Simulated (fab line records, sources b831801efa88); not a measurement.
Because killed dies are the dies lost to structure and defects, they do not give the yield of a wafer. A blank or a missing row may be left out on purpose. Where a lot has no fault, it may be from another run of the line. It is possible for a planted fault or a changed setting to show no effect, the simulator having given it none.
What tool caused it? ; flow sky130 ; 33 wafers from 11 lots sampled at 3 of the route's 708 steps

== WHAT THE GAUGES READ, wafer by wafer ==
SKY_VIA3_RS_MEAS_22: measures by four-point-probe.
lot;measured;on;VIA3_W_RS (ohm/sq)
L257;day 40 08:06;film metro-04;0.288 0.296 0.296
L258;day 40 11:01;film metro-02;0.285 0.293 0.285
L261;day 41 06:59;film metro-03;0.293 0.294 0.288
L262;day 41 16:07;film metro-03;0.296 0.289 0.288
L263;day 41 21:55;film metro-04;0.293 0.294 0.297
L265;day 42 15:35;film metro-04;0.288 0.286 0.292
L266;day 42 19:39;film metro-04;0.293 0.289 0.293
L268;day 43 08:20;film metro-02;0.296 0.288 0.298
L274;day 44 23:04;film metro-03;0.308 0.308 0.309
L275;day 45 04:19;film metro-02;0.312 0.311 0.317
L278;day 45 21:03;film metro-03;0.300 0.291 0.298

SKY_VIA3_THK_MEAS_23: measures by xrf.
lot;measured;on;VIA3_W_THK (nm)
L257;day 40 08:12;film metro-04;406 394 396
L258;day 40 11:08;film metro-02;405 391 404
L261;day 41 07:06;film metro-03;385 384 394
L262;day 41 16:14;film metro-03;385 391 393
L263;day 41 22:02;film metro-04;397 395 395
L265;day 42 15:42;film metro-04;400 406 394
L266;day 42 19:46;film metro-04;395 402 395
L268;day 43 08:28;film metro-02;387 398 384
L274;day 44 23:11;film metro-03;370 372 368
L275;day 45 04:26;film metro-02;375 376 367
L278;day 45 21:09;film metro-03;382 392 385

== WHAT TOOL EACH LOT RAN ON (gives the tool, then ch and the chambers of the sampled wafers, and finally the start) ==
lot;SKY_VIA3_CVD_21
L257;cvd w-02 ch 0,1, day 40 07:59
L258;cvd w-02 ch 0,1, day 40 10:54
L261;cvd w-02 ch 0,1, day 41 06:51
L262;cvd w-02 ch 0,1, day 41 15:59
L263;cvd w-01 ch 0,1, day 41 21:47
L265;cvd w-01 ch 0,1, day 42 15:27
L266;cvd w-01 ch 0,1, day 42 19:32
L268;cvd w-02 ch 0,1, day 43 08:13
L274;cvd w-01 ch 0, day 44 22:56
L275;cvd w-01 ch 0,1, day 45 04:11
L278;cvd w-02 ch 0,1, day 45 20:55
- SKY_VIA3_CVD_21: deposits W, target thk 390 nm, time 117.31 s.

== AS READ BY THE TOOLS THEMSELVES (means over the sampled wafers that have a number; for cases with no such wafer, the mark the record gives instead) ==
SKY_VIA3_CVD_21.
lot;tool;chamber pressure Torr (Torr);heater power w (W);susceptor temp C (C)
L257;cvd w-02;39.94;735;400.11
L258;cvd w-02;39.96;722;399.90
L261;cvd w-02;39.94;732;400.13
L262;cvd w-02;39.98;717;400.03
L263;cvd w-01;39.96;855;400.16
L265;cvd w-01;40.08;868;400.12
L266;cvd w-01;40.01;871;399.94
L268;cvd w-02;39.90;745;400.05
L274;cvd w-01;35.54;854;399.91
L275;cvd w-01;35.48;857;400.07
L278;cvd w-02;39.92;747;399.98

== THE ANSWER, worked out from the rows above alone ==
Rule: usual is defined by the lots themselves. Put in order of their means at a reading, lots are off if they are a third of the lots or fewer, leave a main group of 4 or more, and stand apart from it by a gap of 3 or more times the standard deviation of the main group's means; of several such gaps the widest counts. The tables above print the reading to a certain number of digits; a main group whose means all agree to those digits is not used. Also off: a lot with no number at a reading for which 4 or more lots have one. Where the step has rows for the other lots, those lots are counted as sound. First the gauges in route order, then the tools' own readings, where a lot's mean is used as printed above. At the first step where some lot is off, the reading lying furthest off is the one used; lots without a number count as furthest.
Off: L274, L275, seen at SKY_VIA3_RS_MEAS_22 (VIA3_W_RS). For the main group the mean is 0.292 ohm/sq and the standard deviation 0.0026.
If a tool, at a process step before that reading, ran all the lots that are off and no sound lot after the first of them, it fits. Not tried: the gauges at SKY_VIA3_RS_MEAS_22; whatever is off there is also off at SKY_VIA3_CVD_21, on other tools, and gauge error can't account for it. One fits: SKY_VIA3_CVD_21 on cvd w-01. A fault onset in the window from L266 (day 42 19:32, its last sound lot) to L274 (day 44 22:56, its first lot off) fits.
On the lots that are off, the tool's own readings at SKY_VIA3_CVD_21 differ by more than 5 times the standard deviation of the sound lots' means, which bears it out; chamber pressure Torr reads 35.51 Torr there versus 39.97 Torr on the sound lots.

== WHAT THE SIMULATOR HAD INSERTED ==
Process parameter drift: cvd w-01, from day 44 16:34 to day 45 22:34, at SKY_VIA3_CVD_21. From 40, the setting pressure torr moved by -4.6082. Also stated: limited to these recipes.
Lots struck among those shown: L274, L275. The rule above found the same.
